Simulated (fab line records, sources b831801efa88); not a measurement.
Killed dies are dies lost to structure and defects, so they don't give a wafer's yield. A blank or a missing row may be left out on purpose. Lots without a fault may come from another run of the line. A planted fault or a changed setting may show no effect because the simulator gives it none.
A struck lot beside a sound one | flow sky130 | 34 steps out of a route of 708
Sound: wafers L570.1, L570.5, L570.6. Struck: wafers L575.2, L575.4, L575.5. The cause comes at the end.
At each step with rows: each side's tool, then ch and its chambers, then its first start. Under that, the readings that differ: sound wafers | struck wafers | difference of the means | sigmas: that difference in standard deviations of wafers without a fault.
alike: readings whose means differ by less than 2 such deviations, and words and numbers that are the same on both sides. not compared: withheld readings, readings that some wafer has no value for, bounds like >300 that may hide the same value, and numbers for which the record gives no deviation and whose values overlap.
The two part at a step that has a row with sigmas, a row that says differs or no value, or rows on one side only. Numbers that don't overlap but have no deviation are shown without sigmas and don't part them. A reading that every wafer of one side lacks parts them only if that side has two wafers or more.

first, 9 steps without rows for these wafers: SKY_LOCAL_INTERCONNECT_PEB_09; SKY_LOCAL_INTERCONNECT_DEVELOP_10 (develop time 60 s); SKY_LOCAL_INTERCONNECT_ETCH_13 (etches BARC in N2/H2, stops on SiO2, time 45.9 s, target depth 60 nm); SKY_LOCAL_INTERCONNECT_METAL_ETCH_14 (etches TiN in Cl2/BCl3, stops on PSG, target depth 110 nm, time 31.4 s); SKY_LOCAL_INTERCONNECT_STRIP_15 (strips in O2/N2); SKY_LOCAL_INTERCONNECT_STRIP_16 (strips in post etch residue remover, time 1200 s); SKY_LOCAL_INTERCONNECT_CLEAN_17 (cleans in IPA, time 180 s); SKY_LOCAL_INTERCONNECT_CLEAN_18 (cleans in O3/DIW); SKY_CONTACT_CVD_00 (deposits Si3N4, target thk 75 nm).
SKY_CONTACT_HDPCVD_02: deposits SiO2, target thk 565 nm, time 94.2 s.
  sound on hdpcvd-01 ch 1,2, day 33 05:44; struck on hdpcvd-01 ch 1,2, day 34 19:29
then, 23 steps without rows for these wafers: SKY_CONTACT_CMP_04 (polishes SiO2); SKY_CONTACT_DEHYDRATE_06 (time 60 s); SKY_CONTACT_HMDS_07 (prime time 60 s); SKY_CONTACT_COAT_08 (resist thk 60 nm); SKY_CONTACT_COAT_09 (resist thk 450 nm); SKY_CONTACT_SOFTBAKE_10 (time 90 s); SKY_CONTACT_EXPOSE_11 (exposes mask CTM1, target cd 170 nm); SKY_CONTACT_PEB_12; SKY_CONTACT_DEVELOP_13 (develop time 60 s); SKY_CONTACT_ETCH_16 (etches BARC in N2/H2, stops on SiO2, time 45.9 s, target depth 60 nm); SKY_CONTACT_ETCH_17 (etches SiO2 in C4F8/O2/Ar, stops on Si3N4, target depth 340 nm); SKY_CONTACT_ETCH_18 (etches Si3N4 in CHF3/O2, stops on TiN, time 39 s, target depth 75 nm); SKY_CONTACT_STRIP_19 (strips in O2/N2); SKY_CONTACT_STRIP_20 (strips in post etch residue remover, time 1200 s); SKY_CONTACT_CLEAN_21 (cleans in IPA, time 180 s); SKY_CONTACT_CLEAN_22 (cleans in O3/DIW); SKY_CONTACT_SPUTTER_23 (material TiN, target thk 20 nm, time 80 s); SKY_CONTACT_CVD_24 (deposits W, target thk 340 nm, time 102.12 s); SKY_CONTACT_CMP_27 (polishes, stops on SiO2, t overpolish 15 s, target thk 0 nm); SKY_METAL1_SPUTTER_00 (material Ti, target thk 15 nm, time 10 s); SKY_METAL1_SPUTTER_01 (material TiN, target thk 20 nm, time 16.7 s); SKY_METAL1_SPUTTER_02 (material AlCu, target thk 250 nm, time 13.3 s); SKY_METAL1_SPUTTER_03 (material Ti, target thk 5 nm, time 3.3 s).
-- the record jumps here: 14 days lie between the struck wafers' starts before and after (it left off in module METAL1 and takes up again in module PAD_OPEN, whose first step shown is number 708 of the route) --
SKY_PAD_OPEN_PROBE_99:
  the record has rows for the struck wafers here (prober-01, day 49 00:31) and none for the sound ones

WHERE THEY PART
Only at SKY_PAD_OPEN_PROBE_99, within this record.

WHY: what the simulator had put in
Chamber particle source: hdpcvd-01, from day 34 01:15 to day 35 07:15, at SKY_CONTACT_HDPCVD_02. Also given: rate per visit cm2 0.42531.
